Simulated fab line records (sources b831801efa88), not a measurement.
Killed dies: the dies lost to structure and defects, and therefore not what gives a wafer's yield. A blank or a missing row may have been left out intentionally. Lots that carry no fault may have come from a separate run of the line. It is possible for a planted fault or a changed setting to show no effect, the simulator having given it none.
A lot that was struck, set against a sound lot + flow sfqLine + 42 steps out of a route of 325
Sound: the wafers L593.1, L593.5, L593.6. Struck: wafer L605.4 (L605.3, L605.6, from the same lot, were not struck and are left out); the cause is given at the end.
Per side, at each step with rows, come the tool, then ch with its chambers, and then its first start. Under that, the readings that differ: sound wafers + struck wafers + difference of the means + sigmas: that difference in standard deviations of wafers without a fault.
alike: words and numbers the same on both sides, and readings whose means are apart by under 2 such deviations; not compared: readings that were withheld, readings missing a value for some wafer, numbers with overlapping values and no deviation given by the record, and bounds like >300 which may hide the same value.
A row with sigmas, a row that says differs or no value, or rows on one side alone: a step with any of these is where the two part. Numbers that have no deviation but don't overlap get no sigmas and don't part them. A reading that every wafer of one side lacks parts them only if that side has two wafers or more.

first, 6 steps without rows for these wafers: SFQ_TRILAYER_I2_VIA_LITHO_COAT_072 (resist thk 62 nm); SFQ_TRILAYER_I2_VIA_LITHO_COAT_067 (resist thk 650 nm); SFQ_TRILAYER_I2_VIA_LITHO_SOFTBAKE_071; SFQ_TRILAYER_I2_VIA_LITHO_EXPOSE_068 (exposes mask I2, target cd 500 nm); SFQ_TRILAYER_I2_VIA_LITHO_PEB_070 (peb time 60 s); SFQ_TRILAYER_I2_VIA_LITHO_DEVELOP_069 (time 60 s).
SFQ_I2_OVL_MEAS_918:
  struck on overlay-02, day 31 21:51; sound on overlay-02, day 26 17:44
| reading     | sound    | struck | difference | sigmas |
|-------------|----------|--------|------------|--------|
| I2_OVL (nm) | -5 -3 -8 | 6      | +11        | +2     |
SFQ_TRILAYER_I2_VIA_BARC_OPEN_VIA_ETCH_096: etches BARC in O2, target depth 125 nm, time 41.7 s.
  sound on rieDiel-04 ch 0,1,3, day 26 17:46; struck on rieDiel-03 ch 0, day 31 21:53
  alike: drypumpMotorCurrentA, oesProductAu
  not compared: rfHoursCounterH
then, 4 steps without rows for these wafers: SFQ_TRILAYER_I2_VIA_ETCH_VIA_ETCH_070 (etches SiO2 in CHF3, stops on Nb, target depth 260 nm); SFQ_TRILAYER_I2_VIA_STRIP_STRIP_071 (strips in O2); SFQ_TRILAYER_I2_VIA_STRIP_SOLV_CLEAN_072 (cleans in NMP, time 600 s); SFQ_TRILAYER_M3_DEP_PRE_CLEAN_074 (time 22.5 s).
SFQ_TRILAYER_M3_DEP_SPUTTER_073: material Nb, target thk 200 nm, time 133.3 s.
  struck on pvdSputter-03, day 31 22:51; sound on pvdSputter-04, day 26 18:44
| reading                                            | sound           | struck | difference | sigmas |
|----------------------------------------------------|-----------------|--------|------------|--------|
| model.Nb_of_TRILAYER_M3_DEP_SPUTTER_073.thkNm (nm) | 200.9 203 199.2 | 299.2  | +98.2      |        |
  alike: resputterCathodeVoltageV, substrateTempC, throttleValvePct
SFQ_M3_RS_MEAS_919: a four-point-probe measurement.
  struck on filmMetro-02, day 31 22:59; sound on filmMetro-04, day 26 18:50
| reading           | sound             | struck | difference | sigmas |
|-------------------|-------------------|--------|------------|--------|
| M3_NB_RS (ohm/sq) | 0.885 0.876 0.894 | 0.592  | -0.293     | -32    |
then, 6 steps without rows for these wafers: SFQ_TRILAYER_M3_LITHO_COAT_080 (resist thk 62 nm); SFQ_TRILAYER_M3_LITHO_COAT_075 (resist thk 600 nm); SFQ_TRILAYER_M3_LITHO_SOFTBAKE_079; SFQ_TRILAYER_M3_LITHO_EXPOSE_076 (exposes mask M3, target cd 500 nm); SFQ_TRILAYER_M3_LITHO_PEB_078 (peb time 60 s); SFQ_TRILAYER_M3_LITHO_DEVELOP_077 (time 60 s).
-- the record jumps here: 6 days lie between the struck wafers' starts before and after --
SFQ_M3_OVL_MEAS_921:
  struck on overlay-01, day 37 21:50; sound on overlay-01, day 32 20:28
  alike: M3_OVL
then, 1 step without rows for these wafers: SFQ_TRILAYER_M3_BARC_OPEN_METAL_ETCH_100 (etches BARC in O2, target depth 125 nm, time 41.7 s).
SFQ_TRILAYER_M3_ETCH_METAL_ETCH_078: etches Nb in Cl2/Ar, stops on SiO2, target depth 240 nm, time 120 s.
  sound on rieMetal-03 ch 0,1, day 32 20:34; struck on rieMetal-01 ch 0, day 37 21:58
| reading             | sound             | struck | difference | sigmas |
|---------------------|-------------------|--------|------------|--------|
| oesProductAu (a.u.) | 0.899 0.901 0.897 | 0.999  | +0.100     | +15    |
  alike: drypumpMotorCurrentA
  not compared: rfHoursCounterH
then, 2 steps without rows for these wafers: SFQ_TRILAYER_M3_STRIP_STRIP_079 (strips in O2); SFQ_TRILAYER_M3_STRIP_SOLV_CLEAN_080 (cleans in NMP, time 600 s).
SFQ_TRILAYER_I3_DEP_PECVD_081: deposits SiO2 from SiH4/N2O, time 111.11 s, target thk 500 nm.
  sound on pecvd-01 ch 0,1,2, day 32 21:28; struck on pecvd-02 ch 1, day 37 22:49
  alike: heaterPowerW, throttleValvePct
then, 1 step without rows for these wafers: SFQ_TRILAYER_I3_CMP_CMP_082 (polishes SiO2).
SFQ_I3_BOW_MEAS_922:
  struck on filmMetro-02, day 38 11:43; sound on filmMetro-02, day 34 08:02
  alike: I3_BOW
SFQ_TRILAYER_I3_METRO_MEASURE_083:
  struck on filmMetro-02, day 38 12:11; sound on filmMetro-02, day 34 08:09
  alike: thkNm
then, 6 steps without rows for these wafers: SFQ_TRILAYER_I3_VIA_LITHO_COAT_090 (resist thk 62 nm); SFQ_TRILAYER_I3_VIA_LITHO_COAT_085 (resist thk 650 nm); SFQ_TRILAYER_I3_VIA_LITHO_SOFTBAKE_089; SFQ_TRILAYER_I3_VIA_LITHO_EXPOSE_086 (exposes mask I3, target cd 500 nm); SFQ_TRILAYER_I3_VIA_LITHO_PEB_088 (peb time 60 s); SFQ_TRILAYER_I3_VIA_LITHO_DEVELOP_087 (time 60 s).
-- the record jumps here: 6 days lie between the struck wafers' starts before and after --
SFQ_I3_OVL_MEAS_923:
  struck on overlay-02, day 44 16:31; sound on overlay-02, day 40 01:33
  alike: I3_OVL
SFQ_TRILAYER_I3_VIA_BARC_OPEN_VIA_ETCH_121: etches BARC in O2, target depth 125 nm, time 41.7 s.
  sound on rieDiel-04 ch 0,3, day 40 01:35; struck on rieDiel-01 ch 0, day 44 16:33
  alike: drypumpMotorCurrentA, oesProductAu
  not compared: rfHoursCounterH
then, 1 step without rows for these wafers: SFQ_TRILAYER_I3_VIA_ETCH_VIA_ETCH_088 (etches SiO2 in CHF3, stops on Nb, target depth 260 nm).
SFQ_TRILAYER_I3_VIA_STRIP_STRIP_089: strips in O2.
  sound on rieMetal-01 ch 0,1, day 40 01:44; struck on rieMetal-02 ch 1, day 44 16:54
  alike: drypumpMotorCurrentA, oesProductAu, platenTempC
  not compared: rfHoursCounterH
then, 2 steps without rows for these wafers: SFQ_TRILAYER_I3_VIA_STRIP_SOLV_CLEAN_090 (cleans in NMP, time 600 s); SFQ_TRILAYER_M4_DEP_PRE_CLEAN_092 (time 22.5 s).
-- the record jumps here: 44 days lie between the struck wafers' starts before and after --
SFQ_M8_BOW_MEAS_951:
  struck on filmMetro-01, day 88 21:47; sound on filmMetro-01, day 85 12:11
| reading                     | sound                | struck | difference | sigmas |
|-----------------------------|----------------------|--------|------------|--------|
| M8_BOW (um)                 | 19 20 21             | -7     | -27        | -3     |
| model.etest.m3.combLog10Ohm | 12 12 12             | 0      | -12        |        |
| model.etest.m3.ohmSq        | 0.8856 0.8763 0.8931 | 0.5945 | -0.2905    |        |

WHERE THEY PART
Earliest at SFQ_I2_OVL_MEAS_918; latest, in this record, at SFQ_M8_BOW_MEAS_951.

WHY: the cause the simulator had injected
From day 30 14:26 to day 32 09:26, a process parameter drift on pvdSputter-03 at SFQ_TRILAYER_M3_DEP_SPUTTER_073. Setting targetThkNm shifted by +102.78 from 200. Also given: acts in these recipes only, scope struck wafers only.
